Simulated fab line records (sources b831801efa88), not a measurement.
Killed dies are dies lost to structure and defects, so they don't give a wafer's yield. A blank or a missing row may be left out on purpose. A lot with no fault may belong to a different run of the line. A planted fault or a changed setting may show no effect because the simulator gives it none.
Which of the tools did it?	flow gf180mcu	Sampling: 12 lots, 36 wafers, 5 of 602 route steps

== WHAT THE GAUGES SHOWED, per wafer ==
GF_STI_CD_MEAS_12 targets a cd of 220 nm. Usual: cd_nm at 219.9 nm, with a standard deviation of 1.7.
lot	measured	on	cd_nm (nm)	flag
L906	day 2 03:16	cd_sem-02	221.0 221.8 220.8	
L908	day 2 12:02	cd_sem-02	217.2 216.3 217.5	
L909	day 2 16:35	cd_sem-01	220.9 220.9 220.0	
L912	day 3 07:57	cd_sem-02	220.0 218.9 219.1	
L915	day 3 23:35	cd_sem-01	218.3 219.3 219.3	
L916	day 4 06:31	cd_sem-02	218.5 219.7 218.4	
L920	day 5 01:09	cd_sem-01	220.8 220.4 220.7	
L922	day 5 11:29	cd_sem-02	224.5 222.1 223.2	
L924	day 5 22:23	cd_sem-02	220.7 220.7 220.0	
L925	day 6 03:17	cd_sem-01	221.0 220.7 221.6	
L927	day 6 13:14	cd_sem-01	219.1 216.9 216.2	
L928	day 6 19:11	cd_sem-01	220.4 220.8 218.8	

GF_VT_IMPLANT_RS_MEAS_46: the measuring method here is four-point-probe. Usual: MVSD_RS gives 455.8 ohm/sq (standard deviation 1.2).
lot	measured	on	MVSD_RS (ohm/sq)	flag
L906	day 7 16:47	film_metro-02	456.9 457.2 456.3	
L908	day 8 04:15	film_metro-02	455.7 457.6 456.8	
L909	day 8 09:47	film_metro-04	453.8 454.5 455.9	
L912	day 9 03:04	film_metro-02	458.3 456.0 456.6	
L920	day 11 12:53	film_metro-02	456.8 457.2 457.4	
L922	day 12 02:28	film_metro-02	457.4 456.6 457.7	
L924	day 12 16:29	film_metro-01	454.8 455.1 454.2	
L925	day 13 01:22	film_metro-01	455.7 455.0 454.8	
L927	day 13 12:15	film_metro-02	453.9 454.5 455.1	
L928	day 13 20:22	film_metro-01	454.9 455.3 454.3	

== WHAT TOOL EACH LOT RAN ON (gives the tool, then ch and the chambers of the sampled wafers, and finally the start) ==
lot	GF_STI_ETCH_13	GF_STI_STRIP_15	GF_VT_IMPLANT_STRIP_42
L906	rie_diel-03 ch 0,1,2, day 2 03:23	plasma_asher-01 ch 0,1, day 2 03:32	plasma_asher-02 ch 0,1, day 7 16:28
L908	rie_diel-02 ch 1,2, day 2 12:08	plasma_asher-04 ch 0,1, day 2 12:17	plasma_asher-04 ch 0,1, day 8 03:55
L909	rie_diel-02 ch 2,3, day 2 16:41	plasma_asher-01 ch 0,1, day 2 16:50	plasma_asher-03 ch 0,1, day 8 09:28
L912	rie_diel-03 ch 1,3, day 3 08:02	plasma_asher-04 ch 0,1, day 3 08:13	plasma_asher-02 ch 0,1, day 9 02:37
L915	rie_diel-02 ch 0,2, day 3 23:41	plasma_asher-04 ch 0,1, day 3 23:50	-
L916	rie_diel-02 ch 0,2, day 4 06:38	plasma_asher-01 ch 0,1, day 4 06:47	-
L920	rie_diel-02 ch 0,1, day 5 01:14	plasma_asher-04 ch 0,1, day 5 01:25	plasma_asher-03 ch 0,1, day 11 12:34
L922	rie_diel-02 ch 0,1,3, day 5 11:35	plasma_asher-02 ch 0,1, day 5 11:44	plasma_asher-04 ch 0,1, day 12 02:08
L924	rie_diel-02 ch 0,2, day 5 22:29	plasma_asher-04 ch 0,1, day 5 22:38	plasma_asher-04 ch 0,1, day 12 16:10
L925	rie_diel-02 ch 0,1,2, day 6 03:23	plasma_asher-02 ch 0,1, day 6 03:32	plasma_asher-03 ch 0,1, day 13 01:02
L927	rie_diel-04 ch 0,2,3, day 6 13:20	plasma_asher-04 ch 0,1, day 6 13:29	plasma_asher-03 ch 0,1, day 13 11:52
L928	rie_diel-04 ch 0,2, day 6 19:17	plasma_asher-04 ch 0,1, day 6 19:26	plasma_asher-02 ch 0,1, day 13 20:02
- GF_STI_ETCH_13: etches the open film in CHF3/O2, stops on Si, target depth 282.31 nm, time 112.9 s.
- GF_STI_STRIP_15: strips in O2/N2.
- GF_VT_IMPLANT_STRIP_42: strips in O2/N2.

== AS READ BY THE TOOLS THEMSELVES (means over the sampled wafers that have a number; for cases with no such wafer, the mark the record gives instead) ==
GF_STI_ETCH_13. Usual: O2_flow_sccm 4.999 sccm, standard deviation 0.015; bias_w 200.0 W, standard deviation 0.6; drypump_motor_current_A 6.0 A, standard deviation 0.42; oes_product_au 0.830 a.u., standard deviation 0.0057; throttle_valve_pct 8.809 %, standard deviation 0.0089.
lot	tool	O2_flow_sccm (sccm)	bias_w (W)	drypump_motor_current_A (A)	oes_product_au (a.u.)	throttle_valve_pct (%)	flag
L906	rie_diel-03	4.999	199.6	5.8	0.829	8.804	
L908	rie_diel-02	4.994	200.2	6.4	0.833	8.808	
L909	rie_diel-02	4.997	199.8	6.5	0.831	8.800	
L912	rie_diel-03	5.004	199.7	5.9	0.835	8.805	
L915	rie_diel-02	-	-	-	-	-	OFF
L916	rie_diel-02	-	-	-	-	-	OFF
L920	rie_diel-02	4.998	200.1	6.0	0.837	8.803	
L922	rie_diel-02	4.991	200.2	6.1	0.835	8.815	
L924	rie_diel-02	4.997	199.9	6.5	0.827	8.804	
L925	rie_diel-02	4.991	199.9	6.3	0.828	8.805	
L927	rie_diel-04	4.991	199.9	5.8	0.833	8.809	
L928	rie_diel-04	4.998	200.1	5.7	0.825	8.808	

GF_STI_STRIP_15. Usual: drypump_motor_current_A 5.7 A, standard deviation 0.48; heater_power_w 310 W, standard deviation 25; oes_product_au 0.381 a.u., standard deviation 0.0055; strip_time_to_endpoint_s 3.68 s, standard deviation 0.044.
lot	tool	drypump_motor_current_A (A)	heater_power_w (W)	oes_product_au (a.u.)	strip_time_to_endpoint_s (s)	flag
L906	plasma_asher-01	6.1	288	0.383	3.65	
L908	plasma_asher-04	5.4	334	0.387	3.69	
L909	plasma_asher-01	6.0	298	0.385	3.75	
L912	plasma_asher-04	5.4	336	0.379	3.64	
L915	plasma_asher-04	5.3	312	0.488	6.22	OFF
L916	plasma_asher-01	5.9	298	0.480	6.17	OFF
L920	plasma_asher-04	5.3	316	0.377	3.69	
L922	plasma_asher-02	6.1	301	0.377	3.72	
L924	plasma_asher-04	5.3	317	0.386	3.68	
L925	plasma_asher-02	5.8	309	0.382	3.64	
L927	plasma_asher-04	5.4	322	0.381	3.65	
L928	plasma_asher-04	5.4	324	0.379	3.63	

GF_VT_IMPLANT_STRIP_42. Usual: drypump_motor_current_A 5.6 A, standard deviation 0.52; heater_power_w 318 W, standard deviation 19; oes_product_au 0.716 a.u., standard deviation 0.0048; strip_time_to_endpoint_s 12.64 s, standard deviation 0.034.
lot	tool	drypump_motor_current_A (A)	heater_power_w (W)	oes_product_au (a.u.)	strip_time_to_endpoint_s (s)	flag
L906	plasma_asher-02	5.8	312	0.714	12.67	
L908	plasma_asher-04	5.4	321	0.717	12.61	
L909	plasma_asher-03	5.3	337	0.721	12.62	
L912	plasma_asher-02	5.8	307	0.721	12.62	
L920	plasma_asher-03	5.6	346	0.717	12.66	
L922	plasma_asher-04	5.4	322	0.714	12.63	
L924	plasma_asher-04	5.5	320	0.716	12.65	
L925	plasma_asher-03	5.6	341	0.715	12.63	
L927	plasma_asher-03	5.3	340	0.717	12.61	
L928	plasma_asher-02	6.1	298	0.714	12.66	

== THE ANSWER, worked out from the rows above alone ==
Rule: lot off if the mean of its wafers having a number is beyond 3 standard deviations from the usual mean. A lot without any number at a reading at which 4 lots or more have one is off too. Any other lot the step has rows for is counted as sound. Order of review: gauges by route order, followed by the tools' own readings, for which a lot's mean as printed above is used. At the first step where some lot is off, the reading lying furthest off is the one used; lots without a number count as furthest.
Off: L915, L916, at GF_STI_ETCH_13 (O2_flow_sccm). Without a number there: L915, L916.
A tool fits if, at that step or a process step before it, it ran every lot that is off, and no sound lot after the first of them. No candidate that was tried fits.

== WHAT HAD BEEN PUT IN BY THE SIMULATOR ==
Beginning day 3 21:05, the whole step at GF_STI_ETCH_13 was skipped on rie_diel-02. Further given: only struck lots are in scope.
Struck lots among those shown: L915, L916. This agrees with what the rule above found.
